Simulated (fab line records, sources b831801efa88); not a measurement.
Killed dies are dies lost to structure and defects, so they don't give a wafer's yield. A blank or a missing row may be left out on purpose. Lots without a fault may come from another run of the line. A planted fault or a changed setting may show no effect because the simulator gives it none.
A struck lot beside a sound one | flow sfq_line | 18 steps out of a route of 325
Sound: wafers L120.1, L120.3, L120.4. Struck: wafers L130.2, L130.3, L130.5. The cause comes at the end.
At each step with rows: each side's tool, then ch and its chambers, then its first start. Under that, the readings that differ: sound wafers | struck wafers | difference of the means | sigmas: that difference in standard deviations of wafers without a fault.
alike: readings whose means differ by less than 2 such deviations, and words and numbers that are the same on both sides. not compared: withheld readings, readings that some wafer has no value for, bounds like >300 that may hide the same value, and numbers for which the record gives no deviation and whose values overlap.
The two part at a step that has a row with sigmas, a row that says differs or no value, or rows on one side only. Numbers that don't overlap but have no deviation are shown without sigmas and don't part them. A reading that every wafer of one side lacks parts them only if that side has two wafers or more.

first, 3 steps without rows for these wafers: SFQ_TRILAYER_I5_LITHO_EXPOSE_145 (exposes mask I5, target cd 700 nm); SFQ_TRILAYER_I5_LITHO_PEB_147 (peb time 60 s); SFQ_TRILAYER_I5_LITHO_DEVELOP_146 (time 60 s).
SFQ_I5_OVL_MEAS_936:
  sound on overlay-01, day 59 03:06; struck on overlay-02, day 67 16:29
  reading     | sound  | struck     | difference | sigmas
  I5_OVL (nm) | 3 -4 0 | -9 -18 -20 | -15        | -2
SFQ_TRILAYER_I5_BARC_OPEN_VIA_ETCH_200: etches BARC in O2, target depth 125 nm, time 41.7 s.
  sound on rie_diel-03 ch 0,1,3, day 59 03:08; struck on rie_diel-01 ch 0,1,2, day 67 16:31
  alike: chamber_pressure_mTorr, drypump_motor_current_A, oes_product_au
  not compared: rf_hours_counter_h
SFQ_TRILAYER_I5_ETCH_VIA_ETCH_147: etches the open film in CHF3, stops on Nb, target depth 360 nm.
  sound on rie_diel-03 ch 0,1,3, day 59 03:10; struck on rie_diel-01 ch 0,1,2, day 67 16:34
  alike: chamber_pressure_mTorr, drypump_motor_current_A, oes_product_au
SFQ_TRILAYER_I5_STRIP_STRIP_148: strips in O2.
  sound on rie_metal-01 ch 0,1, day 59 03:19; struck on rie_metal-01 ch 1, day 67 16:43
  alike: chamber_pressure_mTorr, drypump_motor_current_A, oes_product_au
  not compared: rf_hours_counter_h
then, 5 steps without rows for these wafers: SFQ_TRILAYER_I5_STRIP_SOLV_CLEAN_149 (cleans in NMP, time 600 s); SFQ_TRILAYER_C5_LITHO_COAT_156 (resist thk 62 nm); SFQ_TRILAYER_C5_LITHO_COAT_151 (resist thk 656.7 nm); SFQ_TRILAYER_C5_LITHO_SOFTBAKE_155; SFQ_TRILAYER_C5_LITHO_EXPOSE_152 (exposes mask C5, target cd 500 nm).
-- the record jumps here: 4 days lie between the struck wafers' starts before and after --
SFQ_TRILAYER_C5_LITHO_PEB_154: peb time 60 s.
  sound on litho_track-01 ch 0, day 63 19:22; struck on litho_track-01 ch 0, day 71 18:15
  reading                  | sound                | struck               | difference | sigmas
  heater_power_total_W (W) | 79.19 79.16 79.17    | 78.17 78.06 78.14    | -1.05      | -16
  plate_temp_C (C)         | 114.93 115.22 115.02 | 113.73 113.70 113.81 | -1.31      | -11
then, 1 step without rows for these wafers: SFQ_TRILAYER_C5_LITHO_DEVELOP_153 (time 60 s).
SFQ_C5_OVL_MEAS_937:
  sound on overlay-02, day 63 19:40; struck on overlay-01, day 71 18:32
  alike: C5_OVL
SFQ_TRILAYER_C5_BARC_OPEN_VIA_ETCH_210: etches BARC in O2, target depth 125 nm, time 41.7 s.
  sound on rie_diel-03 ch 0,1,3, day 63 19:43; struck on rie_diel-02 ch 1,2, day 71 18:34
  reading             | sound             | struck            | difference | sigmas
  model.C5.cd_nm (nm) | 500.3 499.9 500.9 | 479.5 480.6 480.2 | -20.3      |
  alike: chamber_pressure_mTorr, drypump_motor_current_A, oes_product_au
  not compared: rf_hours_counter_h
SFQ_TRILAYER_C5_ETCH_VIA_ETCH_154: etches SiO2 in CHF3, stops on Nb, target depth 84 nm.
  sound on rie_diel-03 ch 0,1,3, day 63 19:45; struck on rie_diel-02 ch 1,2, day 71 18:37
  reading             | sound             | struck          | difference | sigmas
  model.C5.cd_nm (nm) | 499.5 499.2 500.1 | 479.5 480.4 480 | -19.6      |
  alike: chamber_pressure_mTorr, drypump_motor_current_A, oes_product_au
SFQ_TRILAYER_C5_STRIP_STRIP_155: strips in O2.
  sound on rie_metal-01 ch 0,1, day 63 19:47; struck on rie_metal-04 ch 0,1, day 71 18:39
  alike: chamber_pressure_mTorr, drypump_motor_current_A, oes_product_au
  not compared: rf_hours_counter_h

WHERE THEY PART
First at SFQ_I5_OVL_MEAS_936; last, within this record, at SFQ_TRILAYER_C5_LITHO_PEB_154. Later steps at which nothing parts them and some readings are alike: SFQ_C5_OVL_MEAS_937, SFQ_TRILAYER_C5_BARC_OPEN_VIA_ETCH_210, SFQ_TRILAYER_C5_ETCH_VIA_ETCH_154, SFQ_TRILAYER_C5_STRIP_STRIP_155.

WHY: what the simulator had put in
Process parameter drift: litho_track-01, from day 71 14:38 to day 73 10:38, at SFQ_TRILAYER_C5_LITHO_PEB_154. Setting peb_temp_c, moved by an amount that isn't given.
